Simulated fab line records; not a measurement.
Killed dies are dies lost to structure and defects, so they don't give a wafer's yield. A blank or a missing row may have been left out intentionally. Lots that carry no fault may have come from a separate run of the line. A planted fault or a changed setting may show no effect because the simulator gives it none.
Comparing a struck lot with a sound one | flow gf180mcu | 16 out of 602 route steps
Sound: these wafers, L527.3, L527.5, L527.6. Struck: wafers L538.1, L538.3, L538.4. At the end, the cause is stated.
At each step with rows: each side's tool, then ch and its chambers, then its first start. Under that, the readings that differ: sound wafers | struck wafers | difference of the means | sigmas: that difference in standard deviations of wafers without a fault.
alike: readings with means less than 2 such deviations apart, plus words and numbers identical on both sides. not compared: withheld readings, readings lacking a value on some wafer, bounds such as >300 that could conceal the same value, and numbers that have no deviation in the record and whose values overlap.
The two part at a step that has a row with sigmas, a row that says differs or no value, or rows on one side only. Non-overlapping numbers with no deviation appear without sigmas and do not part them. A reading missing from all wafers of one side parts the sides only when that side holds two or more wafers.

GF_VT_IMPLANT_OVL_MEAS_29:
  struck on overlay-02, day 10 01:19; sound on overlay-01, day 7 03:57
  alike: VT_IMPLANT_02_OVL
following that, these wafers have no rows for 1 step: GF_VT_IMPLANT_IMPLANT_30.
GF_VT_IMPLANT_STRIP_31: strips in O2/N2.
  sound on plasmaAsher-04 ch 0,1, day 7 04:10; struck on plasmaAsher-04 ch 0,1, day 10 01:29
  alike: drypumpMotorCurrentA, heaterPowerW, o2FlowSccm, oesProductAu, stripTimeToEndpointS
  not compared: rfHoursCounterH
GF_VT_IMPLANT_TW_MEAS_32:
  struck on filmMetro-04, day 10 01:35; sound on filmMetro-04, day 7 04:14
  alike: VT_IMPLANT_3_TW
then, 7 steps without rows for these wafers: GF_VT_IMPLANT_DEHYDRATE_33 (time 60 s); GF_VT_IMPLANT_HMDS_34 (prime time 60 s); GF_VT_IMPLANT_COAT_35 (resist thk 1000 nm); GF_VT_IMPLANT_SOFTBAKE_36 (time 60 s); GF_VT_IMPLANT_EXPOSE_37 (exposes mask Nwell HV AREA, target cd 860 nm); GF_VT_IMPLANT_PEB_38; GF_VT_IMPLANT_DEVELOP_39 (develop time 60 s).
GF_VT_IMPLANT_OVL_MEAS_40:
  struck on overlay-01, day 10 18:40; sound on overlay-01, day 7 19:45
  alike: VT_IMPLANT_03_OVL
GF_VT_IMPLANT_IMPLANT_41:
  sound on implanter-03 ch 0, day 7 19:49; struck on implanter-03, day 10 18:41
  no value came back on the struck wafers for any of 5 readings (beamEnergyKeV, beamOnS (s) and others); on the sound wafers beamEnergyKeV reads 70.005 70.025 70.019
GF_VT_IMPLANT_STRIP_42: strips in O2/N2.
  sound on plasmaAsher-03 ch 0,1, day 7 19:57; struck on plasmaAsher-01 ch 0,1, day 10 18:50
  alike: drypumpMotorCurrentA, heaterPowerW, o2FlowSccm, oesProductAu, stripTimeToEndpointS
  not compared: rfHoursCounterH
GF_VT_IMPLANT_TW_MEAS_43:
  struck on filmMetro-01, day 10 18:56; sound on filmMetro-02, day 7 20:02
reading         | sound       | struck   | difference | sigmas
VT_IMPLANT_4_TW | 689 695 691 | 30 30 30 | -662       | -99 or more
then, 1 step without rows for these wafers: GF_VT_IMPLANT_CLEAN_44 (cleans in SC1/SC2, time 150 s).

== WHERE THEY PART ==
Earliest at GF_VT_IMPLANT_IMPLANT_41; latest, in this record, at GF_VT_IMPLANT_TW_MEAS_43.

WHY: what the simulator had put in
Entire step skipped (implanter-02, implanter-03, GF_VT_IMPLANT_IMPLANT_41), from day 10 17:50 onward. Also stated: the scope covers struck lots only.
